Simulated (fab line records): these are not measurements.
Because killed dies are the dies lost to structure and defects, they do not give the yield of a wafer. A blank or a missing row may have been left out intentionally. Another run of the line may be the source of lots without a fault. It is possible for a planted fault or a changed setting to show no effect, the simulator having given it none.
fab line records	flow sky130
record lots=11	wafers=33	lastDay=50
route steps=708 shown LOCAL_INTERCONNECT@401 CONTACT@425 METAL1@434 PAD_OPEN@708
lots untouched by any fault: they come from a run of this same line in which no faults occurred
startH: start of the lot's first displayed wafer, in hours after the record's first day	waitH: how many hours have passed since the lot's step before this one	" the same as in the row above	L1.1+2: a single row standing in for several wafers	- no value present, or no start provided	* or withheld: withheld	< > ~ a bound
route shown NAME@n: names a module that has steps shown in the file, with the first one's number in the route	usual: the fault-free wafers' mean and standard deviation	same: alike in all rows	chamber/n: place in a boat	sites: per-site readings	_std_site: standard deviation of those values	_edge_site: mean of outer sites minus mean of inner sites	radiusMm: for every site, how far away it sits from the centre of the wafer	mask NAME#n: copy n	behind: tool/chamber where the wafer was last shaped	hold: why the lot went on hold/how many hours it stayed there/how the hold came to an end	device: the transistor (n, p or np) that didn't switch	end of line: tests of these same wafers at the route's end	a step without rows: its recipe alone	killed: not the wafer's yield, but the dies lost to structure and defects at the first sort	map: the dies of a wafer, with x for killed, . for not killed, _ for no die there
set.NAME: the setting the step ran with; set.NAME@STEP: the setting that earlier step ran with	model.NAME: the simulator's own value behind a step, which no gauge read
route steps across a sampled set of lots; one table per step, one row per wafer
services: a tool's chamber out of use, with start hour (startH, from the record's first day; less than 0 if before it), hours out, and reason
## steps
# step SKY_LOCAL_INTERCONNECT_METAL_ETCH_14
# recipe targetDepthNm=110	stopOn=PSG	chemistry=Cl2/BCl3	target=TiN	resistSidewallDeg=88	pressureMtorr=10	icpW=900	biasW=48.5	Cl2_flow_sccm=60	bcl3FlowSccm=30	timeS=31.4
# usual drypumpMotorCurrentA=5.69/0.17	oesProductAu=0.941/0.0074	throttleValvePct=21.901/0.0094
lot.wafer	tool	chamber	startH	waitH	drypumpMotorCurrentA	oesProductAu	rfHoursCounterH	throttleValvePct
L677.1	rieMetal-03	1	740.77	0.0	5.48	0.922	14	21.899
L677.4	"	0	"	"	5.71	0.929	-	21.909
L677.6	"	1	"	"	5.49	0.922	-	21.896
L679.2	rieMetal-04	0	741.12	0.0	5.68	0.932	13	21.922
L679.3	"	0	"	"	5.68	0.946	-	21.895
L679.5	"	0	"	"	5.70	0.941	-	21.910
L681.1	rieMetal-03	0	752.96	0.0	5.66	0.942	16	21.904
L681.2	"	1	"	"	5.47	0.939	14	21.908
L681.3	"	0	"	"	5.69	0.949	-	21.886
L682.2	rieMetal-01	0	764.47	0.0	5.47	0.949	13	21.893
L682.4	"	1	"	"	6.02	0.931	-	21.888
L682.6	"	1	"	"	6.03	0.942	-	21.891
L683.2	rieMetal-04	0	771.58	0.0	5.69	0.949	14	21.900
L683.3	"	0	"	"	5.69	0.948	-	21.911
L683.6	"	0	"	"	5.70	0.946	-	21.891
L684.2	rieMetal-04	1	774.41	0.0	5.74	0.940	5	21.906
L684.3	"	1	"	"	5.76	0.951	-	21.912
L684.6	"	0	"	"	5.68	0.947	-	21.886
L685.1	rieMetal-01	1	775.06	0.0	6.03	0.945	6	21.902
L685.3	"	1	"	"	6.03	0.950	-	21.887
L685.6	"	0	"	"	5.47	0.937	-	21.914
L687.1	rieMetal-01	1	797.48	0.0	6.01	0.943	6	21.912
L687.2	"	0	"	"	5.48	0.932	14	21.895
L687.5	"	1	"	"	6.01	0.932	-	21.896
L691.2	rieMetal-04	1	822.83	0.0	5.76	0.937	5	21.901
L691.3	"	1	"	"	5.73	0.942	-	21.906
L691.6	"	1	"	"	5.78	0.925	-	21.912
L695.1	rieMetal-03	1	848.98	0.0	5.47	0.939	2	21.894
L695.2	"	0	"	"	5.69	0.938	4	21.904
L695.4	"	1	"	"	5.47	0.947	-	21.892
L699.2	rieMetal-03	1	884.93	0.0	5.48	0.936	4	21.914
L699.4	"	1	"	"	5.49	0.937	-	21.907
L699.6	"	1	"	"	5.48	0.951	-	21.887
# step SKY_CONTACT_STRIP_19
# recipe chemistry=O2/N2	powerW=1400	pressureMtorr=1500	platenTempC=withheld	o2FlowSccm=3000	n2FlowSccm=300	overashFraction=0.5
# usual drypumpMotorCurrentA=5.8/0.39	oesProductAu=0.381/0.005	stripTimeToEndpointS=3.62/0.03
lot.wafer	tool	chamber	startH	waitH	drypumpMotorCurrentA	oesProductAu	rfHoursCounterH	stripTimeToEndpointS
L677.1	plasmaAsher-03	0	769.92	-	5.6	0.375	34	3.59
L677.4	"	1	"	"	5.6	0.373	-	3.59
L677.6	"	0	"	"	5.6	0.378	-	3.61
L679.2	plasmaAsher-04	0	771.00	-	5.9	0.378	67	3.62
L679.3	"	0	"	"	5.9	0.379	-	3.57
L679.5	"	0	"	"	5.9	0.379	-	3.56
L681.1	plasmaAsher-03	0	782.89	-	5.6	0.371	35	3.61
L681.2	"	1	"	"	5.6	0.384	35	3.59
L681.3	"	1	"	"	5.7	0.380	-	3.66
L682.2	plasmaAsher-02	0	792.99	-	5.7	0.388	91	3.64
L682.4	"	0	"	"	5.7	0.379	-	3.62
L682.6	"	0	"	"	5.6	0.378	-	3.63
L683.2	plasmaAsher-04	1	800.04	-	6.3	0.379	69	3.60
L683.3	"	0	"	"	5.9	0.385	-	3.62
L683.6	"	0	"	"	6.0	0.380	-	3.59
L684.2	plasmaAsher-02	0	802.99	-	5.7	0.382	92	3.61
L684.3	"	1	"	"	5.1	0.380	-	3.57
L684.6	"	1	"	"	5.1	0.388	-	3.65
L685.1	plasmaAsher-03	1	803.70	-	5.6	0.382	37	3.60
L685.3	"	0	"	"	5.6	0.379	-	3.65
L685.6	"	0	"	"	5.6	0.382	-	3.63
L687.1	plasmaAsher-03	0	825.37	-	5.6	0.380	38	3.68
L687.2	"	1	"	"	5.7	0.382	38	3.69
L687.5	"	0	"	"	5.6	0.384	-	3.60
L691.2	plasmaAsher-04	1	851.42	-	6.4	0.384	75	3.64
L691.3	"	1	"	"	6.3	0.382	-	3.63
L691.6	"	1	"	"	6.3	0.382	-	3.65
L695.1	plasmaAsher-04	1	877.25	-	6.4	0.378	77	3.55
L695.2	"	0	"	"	5.9	0.379	77	3.60
L695.4	"	0	"	"	5.9	0.375	-	3.64
L699.2	plasmaAsher-04	1	910.97	-	6.3	0.378	81	3.58
L699.4	"	0	"	"	5.9	0.378	-	3.61
L699.6	"	0	"	"	5.9	0.378	-	3.62
# step SKY_CONTACT_THK_MEAS_26
# recipe thkMeasGauge=xrf	reads=W_of_CONTACT_CVD_24
# usual CONTACT_W_THK=346/6.3
lot.wafer	tool	chamber	startH	waitH	CONTACT_W_THK[nm]
L677.1	filmMetro-02	-	770.82	0.1	343
L677.4	"	-	"	"	344
L677.6	"	-	"	"	344
L679.2	filmMetro-03	-	771.94	0.1	362
L679.3	"	-	"	"	361
L679.5	"	-	"	"	350
L681.1	filmMetro-02	-	783.81	0.1	347
L681.2	"	-	"	"	346
L681.3	"	-	"	"	347
L682.2	filmMetro-04	-	793.95	0.1	348
L682.4	"	-	"	"	350
L682.6	"	-	"	"	360
L683.2	filmMetro-04	-	800.93	0.1	348
L683.3	"	-	"	"	340
L683.6	"	-	"	"	343
L684.2	filmMetro-02	-	803.89	0.1	343
L684.3	"	-	"	"	346
L684.6	"	-	"	"	347
L685.1	filmMetro-03	-	804.63	0.1	341
L685.3	"	-	"	"	346
L685.6	"	-	"	"	343
L687.1	filmMetro-04	-	826.25	0.1	341
L687.2	"	-	"	"	345
L687.5	"	-	"	"	340
L691.2	filmMetro-04	-	852.31	0.1	341
L691.3	"	-	"	"	339
L691.6	"	-	"	"	339
L695.1	filmMetro-04	-	878.15	0.1	354
L695.2	"	-	"	"	349
L695.4	"	-	"	"	345
L699.2	filmMetro-04	-	911.87	0.1	338
L699.4	"	-	"	"	345
L699.6	"	-	"	"	340
# step SKY_METAL1_SPUTTER_00
# recipe material=Ti	targetThkNm=15	powerW=3000	timeS=10	chamberPressurePa=0.4
# usual cathodeDcPowerW=3000.0/0.51	throttleValvePct=30.1/0.81
lot.wafer	tool	chamber	startH	waitH	cathodeDcPowerW	throttleValvePct
L677.1	pvdSputter-04	-	771.18	0.2	3000.5	30.1
L677.4	"	-	"	"	3001.0	30.8
L677.6	"	-	"	"	3000.2	29.8
L679.2	pvdSputter-02	-	772.29	0.1	3000.4	28.4
L679.3	"	-	"	"	2999.3	30.0
L679.5	"	-	"	"	2999.4	31.8
L681.1	pvdSputter-04	-	784.17	0.1	2999.8	29.8
L681.2	"	-	"	"	2999.6	30.8
L681.3	"	-	"	"	2999.6	30.1
L682.2	pvdSputter-02	-	794.30	0.2	2999.6	31.7
L682.4	"	-	"	"	2999.7	30.1
L682.6	"	-	"	"	3000.2	31.6
L683.2	pvdSputter-01	-	801.28	0.1	3000.0	28.8
L683.3	"	-	"	"	3000.6	29.5
L683.6	"	-	"	"	3000.6	29.3
L684.2	pvdSputter-01	-	804.24	0.1	2999.3	28.7
L684.3	"	-	"	"	2999.7	30.8
L684.6	"	-	"	"	3000.1	30.8
L685.1	pvdSputter-04	-	804.99	0.2	3000.4	30.0
L685.3	"	-	"	"	2999.6	29.9
L685.6	"	-	"	"	3000.3	29.3
L687.1	pvdSputter-04	-	826.74	0.2	2999.9	29.5
L687.2	"	-	"	"	3000.4	29.8
L687.5	"	-	"	"	2999.0	30.1
L691.2	pvdSputter-04	-	852.71	0.1	3000.0	30.5
L691.3	"	-	"	"	2999.6	29.6
L691.6	"	-	"	"	2999.7	29.9
L695.1	pvdSputter-04	-	878.51	0.2	3000.6	29.5
L695.2	"	-	"	"	3000.1	30.6
L695.4	"	-	"	"	2455.5	29.9
L699.2	pvdSputter-01	-	912.22	0.2	3000.0	31.0
L699.4	"	-	"	"	3000.8	29.4
L699.6	"	-	"	"	3000.4	29.6
# step SKY_PAD_OPEN_PROBE_99
# usual defectLimitedYield=82.1/1.9	killed_at_M0_to_M3=44/6.6	killed_at_M4_up=3.0/1.9	killedAtContacts=24/5.1	killedAtFrontEnd=16/4.6	killedAtOther=0.3/0.59	killedDies=88/9.5	killedOnRim=17/3.7	killedOpen=48/6.7	killedShort=40/6.1	sort_bin_3_pad_short=0.9/0.43	sort_bin_5_function=10.7/1.6	sort_bin_6_memory=6.3/1.1	sortNPass=404/9.5	sortYieldPct=82.1/1.9
# same grossDies=492	killedAtBackSide=0	sort_bin_4_leakage[%]=0	sort_bin_8_speed[%]=0
lot.wafer	tool	chamber	startH	waitH	defectLimitedYield[%]	killed_at_M0_to_M3	killed_at_M4_up	killedAtContacts	killedAtFrontEnd	killedAtOther	killedDies	killedOnRim	killedOpen	killedShort	sort_bin_3_pad_short[%]	sort_bin_5_function[%]	sort_bin_6_memory[%]	sortNPass	sortYieldPct[%]
L677.1	prober-02	-	1102.47	0.1	81.5	42	5	25	19	0	91	24	57	34	0.4	10.8	7.3	401	81.5
L677.4	prober-02	-	1102.62	0.2	83.7	38	1	25	16	0	80	16	44	36	0.4	9.3	6.5	412	83.7
L677.6	prober-02	-	1102.72	0.2	83.5	46	3	19	13	0	81	17	41	40	0.8	10.8	4.9	411	83.5
L679.2	prober-01	-	1108.46	0.1	79.5	50	2	28	20	1	101	17	52	49	0	11.4	9.1	391	79.5
L679.3	prober-01	-	1108.51	0.2	85.2	37	2	21	13	0	73	17	39	33	0.6	9.1	5.1	419	85.2
L679.5	prober-01	-	1108.61	0.2	82.3	47	3	20	17	0	87	12	42	45	0.6	9.3	7.7	405	82.3
L681.1	prober-01	-	1115.73	0.1	83.3	47	0	19	16	0	82	20	49	33	0.8	10.2	5.7	410	83.3
L681.2	prober-01	-	1115.78	0.1	81.1	45	2	25	21	0	93	16	51	42	1.0	11.6	6.3	399	81.1
L681.3	prober-01	-	1115.83	0.2	78.7	62	7	28	8	0	105	22	56	49	1.0	13.4	6.9	387	78.7
L682.2	prober-02	-	1119.55	0.1	78.9	51	4	26	23	0	104	18	62	42	1.0	12.6	7.5	388	78.9
L682.4	prober-02	-	1119.65	0.2	77.0	39	4	31	39	0	113	21	64	49	1.4	13.2	8.3	379	77.0
L682.6	prober-02	-	1119.75	0.2	79.9	49	5	25	20	0	99	20	49	50	0.6	14.4	5.1	393	79.9
L683.2	prober-01	-	1132.23	0.1	81.3	55	0	23	14	0	92	17	51	41	1.0	10.0	7.7	400	81.3
L683.3	prober-01	-	1132.28	0.2	84.3	37	5	22	13	0	77	9	45	32	0.6	8.9	6.1	415	84.3
L683.6	prober-01	-	1132.43	0.2	86.8	29	4	22	10	0	65	9	40	25	0.6	8.9	3.7	427	86.8
L684.2	prober-02	-	1133.83	0.1	85.6	37	4	24	5	1	71	19	38	33	0.4	10.6	3.5	421	85.6
L684.3	prober-02	-	1133.88	0.2	82.3	37	1	34	15	0	87	17	51	36	0.2	11.0	6.5	405	82.3
L684.6	prober-02	-	1134.03	0.2	85.4	31	4	18	19	0	72	19	39	33	1.2	8.1	5.3	420	85.4
L685.1	prober-01	-	1134.10	0.1	82.3	47	0	19	19	2	87	14	45	41	0.4	11.2	6.1	405	82.3
L685.3	prober-01	-	1134.20	0.2	78.0	59	2	27	19	1	108	17	53	54	0.8	13.4	7.7	384	78.0
L685.6	prober-01	-	1134.35	0.2	79.7	49	3	27	20	1	100	22	50	49	1.0	12.4	6.9	392	79.7
L687.1	prober-01	-	1147.02	0.1	82.5	50	2	19	15	0	86	21	48	38	0.8	8.9	7.7	406	82.5
L687.2	prober-01	-	1147.07	0.1	81.9	44	4	30	11	0	89	13	49	40	1.0	10.6	6.5	403	81.9
L687.5	prober-01	-	1147.22	0.2	77.8	57	2	26	24	0	109	16	53	56	0.8	13.4	7.9	383	77.8
L691.2	prober-01	-	1163.17	0.1	80.7	43	1	31	20	0	95	14	54	40	1.0	11.8	6.5	397	80.7
L691.3	prober-01	-	1163.22	0.2	82.9	43	4	19	17	1	84	17	43	41	1.4	10.4	5.3	408	82.9
L691.6	prober-01	-	1163.37	0.2	83.1	40	6	22	12	3	83	17	31	48	1.0	6.9	8.9	409	83.1
L695.1	prober-02	-	1180.67	0.1	81.9	43	3	20	22	1	89	19	46	42	0.8	10.4	6.9	403	81.9
L695.2	prober-02	-	1180.72	0.1	81.1	34	2	33	23	1	93	25	53	39	0.4	12.8	5.7	399	81.1
L695.4	prober-02	-	1180.82	0.2	79.5	45	7	26	20	3	101	25	55	44	1.6	12.0	6.9	391	79.5
L699.2	prober-02	-	1205.85	0.1	82.7	38	2	29	16	0	85	19	54	31	1.4	9.3	6.5	407	82.7
L699.4	prober-02	-	1205.95	0.2	84.3	38	1	23	15	0	77	22	43	34	0.6	9.3	5.7	415	84.3
L699.6	prober-02	-	1206.05	0.2	81.3	47	1	28	16	0	92	22	54	38	0.6	11.6	6.5	400	81.3
# killed by level:class
L677.1 VIA2:geometricParticle:open=12 VIA1:geometricParticle:open=11 LI_CONTACT:geometricParticle:open=8 CONTACT:geometricParticle:open=7 FIELD_ISO:geometricParticle:open=6 METAL4:geometricParticle:short=5 FIELD_ISO:geometricParticle:short=4 CONTACT:geometricParticle:short=4
L677.4 LI_CONTACT:geometricParticle:open=9 VIA1:geometricParticle:open=8 VIA2:geometricParticle:open=7 VIA3:geometricParticle:open=7 FIELD_ISO:geometricParticle:short=6 CONTACT:geometricParticle:open=6 METAL1:geometricParticle:short=5 LOCAL_INTERCONNECT:geometricParticle:short=4
L677.6 VIA1:geometricParticle:open=11 CONTACT:geometricParticle:open=9 VIA1:geometricParticle:short=7 VIA2:geometricParticle:short=7 VIA3:geometricParticle:open=6 CONTACT:geometricParticle:short=5 METAL2:geometricParticle:short=5 POLY_GATE:geometricParticle:short=4
L679.2 VIA1:geometricParticle:open=17 LI_CONTACT:geometricParticle:open=11 FIELD_ISO:geometricParticle:short=8 CONTACT:geometricParticle:short=8 VIA3:geometricParticle:open=6 POLY_GATE:geometricParticle:short=5 METAL2:geometricParticle:short=5 FIELD_ISO:geometricParticle:open=4
L679.3 VIA1:geometricParticle:open=11 FIELD_ISO:geometricParticle:open=8 CONTACT:geometricParticle:short=7 VIA2:geometricParticle:open=6 LI_CONTACT:geometricParticle:open=5 VIA1:geometricParticle:short=5 METAL2:geometricParticle:short=5 CONTACT:geometricParticle:open=4
L679.5 METAL2:geometricParticle:short=11 CONTACT:geometricParticle:open=8 VIA1:geometricParticle:open=8 VIA1:geometricParticle:short=7 VIA2:geometricParticle:open=6 FIELD_ISO:geometricParticle:short=4 POLY_GATE:geometricParticle:open=4 CONTACT:geometricParticle:short=4
L681.1 VIA1:geometricParticle:open=15 FIELD_ISO:geometricParticle:open=8 CONTACT:geometricParticle:open=7 VIA1:geometricParticle:short=6 METAL1:geometricParticle:short=6 VIA3:geometricParticle:open=5 LI_CONTACT:geometricParticle:open=4 VIA2:geometricParticle:open=4
L681.2 CONTACT:geometricParticle:open=10 VIA2:geometricParticle:open=9 VIA1:geometricParticle:open=9 FIELD_ISO:geometricParticle:open=7 FIELD_ISO:geometricParticle:short=6 LI_CONTACT:geometricParticle:open=6 CONTACT:geometricParticle:short=5 METAL1:geometricParticle:short=5
L681.3 CONTACT:geometricParticle:open=14 VIA1:geometricParticle:open=12 VIA3:geometricParticle:open=8 METAL2:geometricParticle:short=7 METAL1:geometricParticle:short=6 VIA3:geometricParticle:short=6 METAL4:geometricParticle:short=6 LI_CONTACT:geometricParticle:open=5
L682.2 VIA1:geometricParticle:open=14 CONTACT:geometricParticle:open=13 VIA3:geometricParticle:open=8 POLY_GATE:geometricParticle:open=6 LI_CONTACT:geometricParticle:open=6 VIA2:geometricParticle:open=6 FIELD_ISO:geometricParticle:short=5 POLY_GATE:geometricParticle:short=5
L682.4 FIELD_ISO:geometricParticle:short=15 LI_CONTACT:geometricParticle:open=11 FIELD_ISO:geometricParticle:open=10 VIA3:geometricParticle:open=10 VIA1:geometricParticle:open=10 LOCAL_INTERCONNECT:geometricParticle:short=9 POLY_GATE:geometricParticle:short=7 VIA2:geometricParticle:open=7
L682.6 VIA3:geometricParticle:open=13 VIA2:geometricParticle:open=10 FIELD_ISO:geometricParticle:short=7 CONTACT:geometricParticle:short=7 LOCAL_INTERCONNECT:geometricParticle:short=7 VIA1:geometricParticle:open=6 FIELD_ISO:geometricParticle:open=5 LI_CONTACT:geometricParticle:open=5
L683.2 VIA1:geometricParticle:open=14 CONTACT:geometricParticle:open=11 VIA2:geometricParticle:open=10 VIA1:geometricParticle:short=7 FIELD_ISO:geometricParticle:short=5 VIA3:geometricParticle:open=5 METAL1:geometricParticle:short=5 VIA3:geometricParticle:short=4
L683.3 LI_CONTACT:geometricParticle:open=9 FIELD_ISO:geometricParticle:open=8 VIA1:geometricParticle:open=8 VIA2:geometricParticle:open=6 METAL2:geometricParticle:short=5 CONTACT:geometricParticle:open=5 VIA1:geometricParticle:short=5 LOCAL_INTERCONNECT:geometricParticle:short=4
L683.6 VIA1:geometricParticle:open=10 CONTACT:geometricParticle:open=8 CONTACT:geometricParticle:short=6 VIA3:geometricParticle:open=5 LI_CONTACT:geometricParticle:open=4 VIA2:geometricParticle:open=4 POLY_GATE:geometricParticle:open=3 POLY_GATE:geometricParticle:short=3
L684.2 VIA1:geometricParticle:open=8 VIA3:geometricParticle:open=7 METAL2:geometricParticle:short=6 CONTACT:geometricParticle:open=6 LI_CONTACT:geometricParticle:open=5 LOCAL_INTERCONNECT:geometricParticle:short=5 CONTACT:geometricParticle:short=5 METAL1:geometricParticle:short=3
L684.3 CONTACT:geometricParticle:open=12 LI_CONTACT:geometricParticle:open=10 VIA1:geometricParticle:short=8 VIA1:geometricParticle:open=7 METAL1:geometricParticle:short=7 CONTACT:geometricParticle:short=5 VIA3:geometricParticle:open=5 FIELD_ISO:geometricParticle:short=4
L684.6 VIA1:geometricParticle:open=11 LI_CONTACT:geometricParticle:open=6 FIELD_ISO:geometricParticle:open=5 METAL1:geometricParticle:short=5 LOCAL_INTERCONNECT:geometricParticle:short=4 CONTACT:geometricParticle:open=4 POLY_GATE:geometricParticle:short=3 POLY_CUT:geometricParticle:short=3
L685.1 VIA1:geometricParticle:open=16 POLY_GATE:geometricParticle:open=6 METAL2:geometricParticle:short=6 VIA2:geometricParticle:open=6 POLY_GATE:geometricParticle:short=5 LI_CONTACT:geometricParticle:open=5 LOCAL_INTERCONNECT:geometricParticle:short=5 FIELD_ISO:geometricParticle:short=4
L685.3 METAL2:geometricParticle:short=12 VIA1:geometricParticle:open=11 CONTACT:geometricParticle:open=10 METAL1:geometricParticle:short=9 VIA3:geometricParticle:open=8 LOCAL_INTERCONNECT:geometricParticle:short=7 FIELD_ISO:geometricParticle:open=6 LI_CONTACT:geometricParticle:open=5
L685.6 VIA1:geometricParticle:open=12 LI_CONTACT:geometricParticle:open=8 VIA1:geometricParticle:short=8 CONTACT:geometricParticle:short=7 VIA3:geometricParticle:open=7 METAL2:geometricParticle:short=6 VIA2:geometricParticle:open=6 POLY_GATE:geometricParticle:short=5
L687.1 VIA1:geometricParticle:open=9 LI_CONTACT:geometricParticle:open=9 VIA3:geometricParticle:open=8 METAL1:geometricParticle:short=7 FIELD_ISO:geometricParticle:open=6 CONTACT:geometricParticle:open=6 METAL2:geometricParticle:short=6 VIA2:geometricParticle:open=5
L687.2 LI_CONTACT:geometricParticle:open=13 METAL1:geometricParticle:short=9 CONTACT:geometricParticle:open=8 VIA2:geometricParticle:open=7 VIA1:geometricParticle:open=6 VIA3:geometricParticle:open=5 POLY_GATE:geometricParticle:open=4 LOCAL_INTERCONNECT:geometricParticle:short=4
L687.5 VIA1:geometricParticle:open=12 LI_CONTACT:geometricParticle:open=9 VIA1:geometricParticle:short=7 POLY_GATE:geometricParticle:open=6 VIA2:geometricParticle:open=6 VIA3:geometricParticle:short=6 FIELD_ISO:geometricParticle:short=5 LI_CONTACT:geometricParticle:short=5
L691.2 VIA1:geometricParticle:open=12 CONTACT:geometricParticle:open=11 LI_CONTACT:geometricParticle:open=8 POLY_GATE:geometricParticle:short=6 VIA2:geometricParticle:open=6 VIA3:geometricParticle:open=5 LOCAL_INTERCONNECT:geometricParticle:short=4 CONTACT:geometricParticle:short=4
L691.3 VIA1:geometricParticle:open=15 VIA3:geometricParticle:open=7 FIELD_ISO:geometricParticle:open=5 METAL2:geometricParticle:short=5 LI_CONTACT:geometricParticle:open=5 VIA1:geometricParticle:short=5 VIA3:geometricParticle:short=5 FIELD_ISO:geometricParticle:short=4
L691.6 METAL2:geometricParticle:short=9 LOCAL_INTERCONNECT:geometricParticle:short=7 VIA2:geometricParticle:open=7 METAL4:geometricParticle:short=6 LI_CONTACT:geometricParticle:open=6 METAL1:geometricParticle:short=6 CONTACT:geometricParticle:open=5 VIA1:geometricParticle:short=5
L695.1 VIA2:geometricParticle:open=10 CONTACT:geometricParticle:open=9 POLY_GATE:geometricParticle:short=7 VIA1:geometricParticle:short=7 FIELD_ISO:geometricParticle:open=6 VIA1:geometricParticle:open=6 POLY_GATE:geometricParticle:open=5 LOCAL_INTERCONNECT:geometricParticle:short=5
L695.2 CONTACT:geometricParticle:open=14 VIA1:geometricParticle:open=7 FIELD_ISO:geometricParticle:open=6 LOCAL_INTERCONNECT:geometricParticle:short=6 VIA2:geometricParticle:open=6 FIELD_ISO:geometricParticle:short=5 LI_CONTACT:geometricParticle:open=5 VIA3:geometricParticle:open=5
L695.4 VIA2:geometricParticle:open=15 CONTACT:geometricParticle:open=12 FIELD_ISO:geometricParticle:short=7 VIA1:geometricParticle:open=7 LOCAL_INTERCONNECT:geometricParticle:short=6 METAL3:geometricParticle:short=5 CONTACT:geometricParticle:short=5 METAL1:geometricParticle:short=5
L699.2 VIA1:geometricParticle:open=12 LI_CONTACT:geometricParticle:open=12 CONTACT:geometricParticle:open=9 LOCAL_INTERCONNECT:geometricParticle:short=5 METAL1:geometricParticle:short=5 VIA3:geometricParticle:open=5 FIELD_ISO:geometricParticle:short=4 POLY_GATE:geometricParticle:open=4
L699.4 VIA1:geometricParticle:open=9 CONTACT:geometricParticle:open=8 METAL1:geometricParticle:short=7 LI_CONTACT:geometricParticle:open=6 VIA2:geometricParticle:open=6 FIELD_ISO:geometricParticle:open=5 VIA3:geometricParticle:open=4 CONTACT:geometricParticle:short=4
L699.6 VIA1:geometricParticle:open=18 LI_CONTACT:geometricParticle:open=12 METAL2:geometricParticle:short=8 CONTACT:geometricParticle:open=7 VIA2:geometricParticle:open=6 VIA2:geometricParticle:short=5 LI_CONTACT:geometricParticle:short=5 VIA3:geometricParticle:short=4
## services
tool	chamber	startH	hours	kind
rieMetal-03	1	721.47	9.4	repair
plasmaAsher-02	-	740.03	28.1	pm
rieMetal-03	0	753.01	-	clean
rieMetal-03	0	753.01	15.1	scheduledDown
rieMetal-03	0	753.01	15.1	ventCycle
rieMetal-04	-	796.12	2.8	pm
pvdSputter-04	-	797.40	4.7	repair
rieMetal-03	1	801.59	-	clean
rieMetal-03	1	801.59	12.7	scheduledDown
rieMetal-03	1	801.59	12.7	ventCycle
pvdSputter-02	-	804.39	12.3	repair
rieMetal-04	1	805.43	3.9	repair
plasmaAsher-03	-	806.46	14.6	pm
rieMetal-04	0	835.86	-	clean
rieMetal-04	0	835.86	14.4	scheduledDown
rieMetal-04	0	835.86	14.4	ventCycle
rieMetal-01	0	845.67	-	clean
rieMetal-01	0	845.67	27.9	scheduledDown
rieMetal-01	-	863.29	14.6	pm
plasmaAsher-02	-	864.15	2.8	pm
rieMetal-01	-	877.89	2.8	pm
rieMetal-03	-	888.15	0.2	repair
pvdSputter-02	-	890.29	4.2	repair
pvdSputter-01	-	893.72	3.4	repair
## key
firstSign step=SKY_METAL1_SPUTTER_00	reading=cathodeDcPowerW	direction=down	sigmas=99+	usual=3000.0	struck=2455.5
effect none on later readings
metAt SKY_METAL1_SPUTTER_00
struckLots L695
struckWafers L695.4
notActingAt SKY_LOCAL_INTERCONNECT_METAL_ETCH_14,SKY_CONTACT_STRIP_19,SKY_CONTACT_THK_MEAS_26
onsetBetween 852.71 878.51
fault kind=processParameterDrift	tool=pvdSputter-04	chamber=-	onsetH=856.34	steps=SKY_METAL1_SPUTTER_00	channel=powerW	offset=*	shape=step	endH=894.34	actsIn=*	stated=*	scope=struckWafersOnly
